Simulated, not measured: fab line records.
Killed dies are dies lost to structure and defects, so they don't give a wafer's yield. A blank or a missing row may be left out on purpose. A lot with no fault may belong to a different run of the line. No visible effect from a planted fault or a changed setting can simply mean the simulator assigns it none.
Matching of chambers + flow gf180mcu + rie_diel-01 running GF_V3_ETCH_16: 4 sister chambers
The step etches BARC in N2/H2. 8 wafers are shown with their chamber, then 8 later ones without.

== EACH WAFER AND ITS CHAMBER ==
| wafer  | chamber | drypump_motor_current_A (A) | oes_product_au (a.u.) |
|--------|---------|-----------------------------|-----------------------|
| L838.1 | 1       | 5.2                         | 0.862                 |
| L841.3 | 1       | 5.2                         | 0.861                 |
| L841.6 | 0       | 5.4                         | 0.852                 |
| L845.5 | 2       | 5.8                         | 0.849                 |
| L846.2 | 0       | 5.4                         | 0.856                 |
| L846.5 | 3       | 6.0                         | 0.853                 |
| L846.6 | 2       | 5.9                         | 0.852                 |
| L847.2 | 3       | 6.0                         | 0.854                 |

== WAFERS MISSING THEIR CHAMBER ==
| wafer  | drypump_motor_current_A (A) | oes_product_au (a.u.) |
|--------|-----------------------------|-----------------------|
| L847.5 | 5.4                         | 0.848                 |
| L847.6 | 5.2                         | 0.850                 |
| L857.3 | 6.0                         | 0.859                 |
| L857.5 | 6.0                         | 0.850                 |
| L857.6 | 5.9                         | 0.854                 |
| L859.2 | 5.9                         | 0.854                 |
| L859.3 | 5.4                         | 0.847                 |
| L859.5 | 6.0                         | 0.845                 |

== THE CHAMBER EACH PASSED THROUGH ==
| wafer  | from the rows above     | in truth |
|--------|-------------------------|----------|
| L847.5 | 0                       | 0        |
| L847.6 | can't be placed: 0 or 1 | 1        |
| L857.3 | 3                       | 3        |
| L857.5 | 3                       | 3        |
| L857.6 | can't be placed: 2 or 3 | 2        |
| L859.2 | can't be placed: 2 or 3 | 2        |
| L859.3 | 0                       | 0        |
| L859.5 | can't be placed: 3 or 2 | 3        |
Placed correctly: 4 of 8. Can't be placed from these rows: 4 (the true chamber is among the candidates in 4). 0 placed wrongly.
How it was worked out, from the rows above alone: a wafer's distance from a chamber is the root of the sum, over the readings, of the square of ((its reading less the chamber's mean) divided by the reading's scatter). The wafer belongs to the nearest chamber; if the next one is less than 2 further off, it can't be placed. The mean given for a chamber averages the wafers shown for that chamber. How the scatter is found: for the shown wafers, subtract from each reading the mean of its chamber, square and add these, divide the total by (wafers less chambers), then take the root.
